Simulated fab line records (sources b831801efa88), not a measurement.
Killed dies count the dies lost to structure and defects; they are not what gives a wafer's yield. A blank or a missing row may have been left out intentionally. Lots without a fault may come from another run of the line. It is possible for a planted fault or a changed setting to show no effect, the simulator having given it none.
A lot that was struck, set against a sound lot || flow sky130 || 43 steps out of a route of 708
Sound: wafers L496.2, L496.5, L496.6. Struck: wafers L519.2, L519.3, L519.4. The cause is given at the end.
Each step with rows lists, per side, the tool, then ch with its chambers, then its first start. Under that, the readings that differ: sound wafers || struck wafers || difference of the means || sigmas: that difference in standard deviations of wafers without a fault.
alike: readings whose means differ by less than 2 such deviations, and words and numbers that are the same on both sides. not compared: withheld readings, readings that some wafer has no value for, bounds like >300 that may hide the same value, and numbers for which the record gives no deviation and whose values overlap.
The two part at a step that has a row with sigmas, a row that says differs or no value, or rows on one side only. Non-overlapping numbers with no deviation appear without sigmas and do not part them. A reading missing from all wafers of one side parts the sides only when that side holds two or more wafers.

SKY_CAPM_RS_MEAS_03: a four-point-probe measurement.
  sound on film_metro-01, day 36 18:47; struck on film_metro-01, day 43 09:46
{"reading": "CAPM_TIN_RS (ohm/sq)", "sound": "7.03 6.99 6.97", "struck": "6.79 6.66 6.94", "difference": -0.20, "sigmas": -2}
SKY_CAPM_THK_MEAS_04: measures by xrf.
  sound on film_metro-01, day 36 18:54; struck on film_metro-01, day 43 09:52
{"reading": "CAPM_TIN_THK (nm)", "sound": "193.7 195.0 196.2", "struck": "200.8 205.1 196.7", "difference": "+5.9", "sigmas": "+2"}
then, 7 steps without rows for these wafers: SKY_CAPM_DEHYDRATE_05 (time 60 s); SKY_CAPM_HMDS_06 (prime time 60 s); SKY_CAPM_COAT_07 (resist thk 1140 nm); SKY_CAPM_SOFTBAKE_08 (time 60 s); SKY_CAPM_EXPOSE_09 (exposes mask CAPM, target cd 1000 nm); SKY_CAPM_PEB_10; SKY_CAPM_DEVELOP_11 (develop time 60 s).
SKY_CAPM_OVL_MEAS_12:
  sound on overlay-02, day 37 20:40; struck on overlay-01, day 44 08:25
  alike: CAPM_OVL
then, 2 steps without rows for these wafers: SKY_CAPM_METAL_ETCH_13 (etches TiN in Cl2/BCl3, stops on SiO2, target depth 220 nm, time 62.9 s); SKY_CAPM_STRIP_14 (strips in O2/N2).
SKY_CAPM_STRIP_15: strips in post etch residue remover, time 1200 s.
  sound on wet_bench-04 ch 1, day 37 20:53; struck on wet_bench-03 ch 3, day 44 08:37
then, 10 steps without rows for these wafers: SKY_CAPM_CLEAN_16 (cleans in IPA, time 180 s); SKY_CAPM_CLEAN_17 (cleans in O3/DIW); SKY_METAL3_DEHYDRATE_05 (time 60 s); SKY_METAL3_HMDS_06 (prime time 60 s); SKY_METAL3_COAT_07 (resist thk 60 nm); SKY_METAL3_COAT_08 (resist thk 1140 nm); SKY_METAL3_SOFTBAKE_09 (time 90 s); SKY_METAL3_EXPOSE_10 (exposes mask MM3, target cd 300 nm); SKY_METAL3_PEB_11; SKY_METAL3_DEVELOP_12 (develop time 60 s).
SKY_METAL3_CD_MEAS_13: the cd target is 300 nm.
  sound on cd_sem-02, day 38 22:20; struck on cd_sem-02, day 45 06:46
  alike: cd_nm
SKY_METAL3_OVL_MEAS_14:
  sound on overlay-02, day 38 22:26; struck on overlay-02, day 45 06:52
  alike: METAL3_OVL
SKY_METAL3_DESCUM_15: chemistry O2, time 8 s.
  sound on rie_metal-01 ch 0,1, day 38 22:28; struck on rie_metal-03 ch 0,1, day 45 06:54
  alike: drypump_motor_current_A, he_backside_leak_sccm, oes_product_au
  not compared: rf_hours_counter_h
SKY_METAL3_ETCH_16: etches BARC in N2/H2, stops on SiO2, time 88.2 s, target depth 60 nm.
  sound on rie_metal-01 ch 0,1, day 38 22:30; struck on rie_metal-03 ch 0,1, day 45 06:56
  alike: drypump_motor_current_A, he_backside_leak_sccm, oes_product_au, throttle_valve_pct
  not compared: rf_hours_counter_h
then, 1 step without rows for these wafers: SKY_METAL3_ETCH_17 (etches SiO2 in C4F8/O2/Ar, stops on TiN, time 3.9 s, target depth 15 nm).
SKY_METAL3_METAL_ETCH_18: etches the open film in Cl2/BCl3, stops on SiO2, target depth 845 nm, time 183.1 s.
  sound on rie_metal-03 ch 0,1, day 38 22:37; struck on rie_metal-01 ch 0,1, day 45 07:03
  alike: drypump_motor_current_A, he_backside_leak_sccm, oes_product_au, throttle_valve_pct
  not compared: rf_hours_counter_h
SKY_METAL3_STRIP_19: strips in O2/N2.
  sound on plasma_asher-01 ch 0,1, day 38 22:47; struck on plasma_asher-04 ch 0,1, day 45 07:14
  alike: drypump_motor_current_A, o2_flow_sccm, oes_product_au, strip_time_to_endpoint_s
  not compared: rf_hours_counter_h
then, 4 steps without rows for these wafers: SKY_METAL3_STRIP_20 (strips in post etch residue remover, time 1200 s); SKY_METAL3_CLEAN_21 (cleans in IPA, time 180 s); SKY_METAL3_CLEAN_22 (cleans in O3/DIW); SKY_VIA3_HDPCVD_00 (deposits SiO2, target thk 1635 nm, time 272.5 s).
SKY_VIA3_THK_MEAS_01:
  sound on film_metro-02, day 38 23:34; struck on film_metro-02, day 45 08:00
  alike: VIA3_HDPCVD_THK
SKY_VIA3_CMP_02: polishes SiO2.
  sound on cmp-01 ch 2,3, day 38 23:37; struck on cmp-02 ch 0,2,3, day 45 08:06
  alike: head_pressure_psi, motor_current_A, slurry_filter_dp_kPa
SKY_VIA3_BOW_MEAS_03:
  sound on film_metro-03, day 38 23:56; struck on film_metro-01, day 45 08:22
  alike: VIA3_BOW
then, 5 steps without rows for these wafers: SKY_VIA3_DEHYDRATE_04 (time 60 s); SKY_VIA3_HMDS_05 (prime time 60 s); SKY_VIA3_COAT_06 (resist thk 60 nm); SKY_VIA3_COAT_07 (resist thk 450 nm); SKY_VIA3_SOFTBAKE_08 (time 90 s).
-- the record jumps here: 6 days lie between the struck wafers' starts before and after (it left off in module VIA3 and takes up again in module PAD_OPEN, whose first step shown is number 708 of the route) --
SKY_PAD_OPEN_PROBE_99:
  sound on prober-02, day 46 04:37; struck on prober-02, day 51 03:47
{"reading": "defect_limited_yield (%)", "sound": "84.3 81.5 82.3", "struck": "75.0 74.2 73.4", "difference": -8.5, "sigmas": -4}
{"reading": "killed_at_other", "sound": "0 0 0", "struck": "43 40 49", "difference": "+44", "sigmas": "+92"}
{"reading": "killed_dies", "sound": "77 91 87", "struck": "123 127 131", "difference": "+42", "sigmas": "+4"}
{"reading": "sort_bin_3_pad_short (%)", "sound": "0.6 1.0 1.4", "struck": "2.2 2.4 2.0", "difference": "+1.2", "sigmas": "+3"}
{"reading": "sort_bin_5_function (%)", "sound": "10.0 10.2 10.4", "struck": "14.2 16.1 18.1", "difference": "+5.9", "sigmas": "+4"}
{"reading": "sort_n_pass", "sound": "415 401 405", "struck": "369 365 361", "difference": -42, "sigmas": -4}
{"reading": "sort_yield_pct (%)", "sound": "84.3 81.5 82.3", "struck": "75.0 74.2 73.4", "difference": -8.5, "sigmas": -4}
{"reading": "model.etest.tester.sort_n_pass", "sound": "415 401 405", "struck": "369 365 361", "difference": -42, "sigmas": ""}
{"reading": "model.etest.tester.sort_yield_pct (%)", "sound": "84.35 81.5 82.32", "struck": "75 74.19 73.37", "difference": -9, "sigmas": ""}
{"reading": "model.etest.tester.sort_bin_5_pct (%)", "sound": "9.959 10.16 10.37", "struck": "14.23 16.06 18.09", "difference": "+5.96", "sigmas": ""}
{"reading": "model.etest.tester.sort_bin_3_pct (%)", "sound": "0.6098 1.016 1.423", "struck": "2.236 2.439 2.033", "difference": "+1.220", "sigmas": ""}
  alike: killed_at_M0_to_M3, killed_at_M4_up, killed_at_contacts, killed_at_front_end, killed_open, killed_short, sort_bin_6_memory

== WHERE THEY PART ==
Earliest at SKY_CAPM_RS_MEAS_03; latest, in this record, at SKY_PAD_OPEN_PROBE_99.

WHY: the cause the simulator had injected
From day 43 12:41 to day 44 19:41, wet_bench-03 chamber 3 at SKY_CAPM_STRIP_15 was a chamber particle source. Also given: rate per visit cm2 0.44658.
